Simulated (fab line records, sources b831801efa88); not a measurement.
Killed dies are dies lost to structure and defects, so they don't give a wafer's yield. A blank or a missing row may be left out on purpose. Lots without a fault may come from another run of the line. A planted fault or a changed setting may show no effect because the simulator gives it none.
A struck lot beside a sound one | flow sfq_line | 19 steps out of a route of 325
Sound: wafers L475.4, L475.5, L475.6. Struck: wafers L482.1, L482.5, L482.6. The cause comes at the end.
At each step with rows: each side's tool, then ch and its chambers, then its first start. Under that, the readings that differ: sound wafers | struck wafers | difference of the means | sigmas: that difference in standard deviations of wafers without a fault.
alike: readings whose means differ by less than 2 such deviations, and words and numbers that are the same on both sides. not compared: withheld readings, readings that some wafer has no value for, bounds like >300 that may hide the same value, and numbers for which the record gives no deviation and whose values overlap.
The two part at a step that has a row with sigmas, a row that says differs or no value, or rows on one side only. Numbers that don't overlap but have no deviation are shown without sigmas and don't part them. A reading that every wafer of one side lacks parts them only if that side has two wafers or more.

SFQ_M4_OVL_MEAS_926:
  sound on overlay-01, day 51 17:40; struck on overlay-01, day 52 14:09
  alike: M4_OVL
then, 1 step without rows for these wafers: SFQ_TRILAYER_M4_BARC_OPEN_METAL_ETCH_123 (etches BARC in O2, target depth 125 nm, time 41.7 s).
SFQ_TRILAYER_M4_ETCH_METAL_ETCH_096: etches Nb in Cl2/Ar, stops on SiO2, target depth 240 nm, time 120 s.
  sound on rie_metal-03 ch 0,1, day 51 17:47; struck on rie_metal-01 ch 0,1, day 52 14:15
  alike: chamber_pressure_mTorr, drypump_motor_current_A, oes_product_au
  not compared: rf_hours_counter_h
SFQ_TRILAYER_M4_STRIP_STRIP_097: strips in O2.
  sound on rie_metal-03 ch 0,1, day 51 18:04; struck on rie_metal-01 ch 0,1, day 52 14:22
  alike: chamber_pressure_mTorr, drypump_motor_current_A, oes_product_au
  not compared: rf_hours_counter_h
then, 1 step without rows for these wafers: SFQ_TRILAYER_M4_STRIP_SOLV_CLEAN_098 (cleans in NMP, time 600 s).
SFQ_TRILAYER_I4_DEP_PECVD_099: deposits SiO2 from SiH4/N2O, time 111.11 s, target thk 500 nm.
  sound on pecvd-03 ch 0,1,2, day 51 18:41; struck on pecvd-02 ch 0,1, day 52 15:09
  alike: heater_power_w, susceptor_temp_C, throttle_valve_pct
then, 1 step without rows for these wafers: SFQ_TRILAYER_I4_CMP_CMP_100 (polishes SiO2).
SFQ_I4_BOW_MEAS_927:
  sound on film_metro-03, day 51 21:47; struck on film_metro-01, day 52 20:48
  alike: I4_BOW
SFQ_TRILAYER_I4_METRO_MEASURE_101:
  sound on film_metro-03, day 51 22:27; struck on film_metro-01, day 52 20:55
  alike: thk_nm
then, 3 steps without rows for these wafers: SFQ_TRILAYER_I4_VIA_LITHO_COAT_108 (resist thk 62 nm); SFQ_TRILAYER_I4_VIA_LITHO_COAT_103 (resist thk 650 nm); SFQ_TRILAYER_I4_VIA_LITHO_SOFTBAKE_107.
SFQ_TRILAYER_I4_VIA_LITHO_EXPOSE_104: exposes mask I4, target cd 700 nm.
  sound on krf_scanner-02 ch 0, day 52 00:24; struck on krf_scanner-01 ch 0, day 53 05:08
  alike: mask
then, 2 steps without rows for these wafers: SFQ_TRILAYER_I4_VIA_LITHO_PEB_106 (peb time 60 s); SFQ_TRILAYER_I4_VIA_LITHO_DEVELOP_105 (time 60 s).
SFQ_I4_OVL_MEAS_928:
  sound on overlay-01, day 52 01:19; struck on overlay-01, day 53 06:38
  reading     | sound   | struck   | difference | sigmas
  I4_OVL (nm) | -5 0 -3 | 11 10 14 | +14        | +3
SFQ_TRILAYER_I4_VIA_BARC_OPEN_VIA_ETCH_146: etches BARC in O2, target depth 125 nm, time 41.7 s.
  sound on rie_diel-01 ch 1,2,3, day 52 01:20; struck on rie_diel-01 ch 0,3, day 53 06:40
  reading             | sound             | struck            | difference | sigmas
  model.I4.cd_nm (nm) | 699.3 700.1 698.5 | 708.4 709.4 712.2 | +10.7      |
  alike: chamber_pressure_mTorr, drypump_motor_current_A, oes_product_au
  not compared: rf_hours_counter_h
SFQ_TRILAYER_I4_VIA_ETCH_VIA_ETCH_106: etches SiO2 in CHF3, stops on Nb, target depth 260 nm.
  sound on rie_diel-01 ch 1,2,3, day 52 01:22; struck on rie_diel-01 ch 0,3, day 53 06:42
  reading             | sound             | struck            | difference | sigmas
  model.I4.cd_nm (nm) | 701.9 701.2 702.9 | 707.9 710.3 711.9 | +8.0       |
  alike: chamber_pressure_mTorr, drypump_motor_current_A, oes_product_au
SFQ_TRILAYER_I4_VIA_STRIP_STRIP_107: strips in O2.
  sound on rie_metal-01 ch 0,1, day 52 01:41; struck on rie_metal-02 ch 0,1, day 53 06:49
  alike: chamber_pressure_mTorr, drypump_motor_current_A, oes_product_au
  not compared: rf_hours_counter_h

WHERE THEY PART
Only at SFQ_I4_OVL_MEAS_928, within this record. Later steps at which nothing parts them and some readings are alike: SFQ_TRILAYER_I4_VIA_BARC_OPEN_VIA_ETCH_146, SFQ_TRILAYER_I4_VIA_ETCH_VIA_ETCH_106, SFQ_TRILAYER_I4_VIA_STRIP_STRIP_107.

WHY: what the simulator had put in
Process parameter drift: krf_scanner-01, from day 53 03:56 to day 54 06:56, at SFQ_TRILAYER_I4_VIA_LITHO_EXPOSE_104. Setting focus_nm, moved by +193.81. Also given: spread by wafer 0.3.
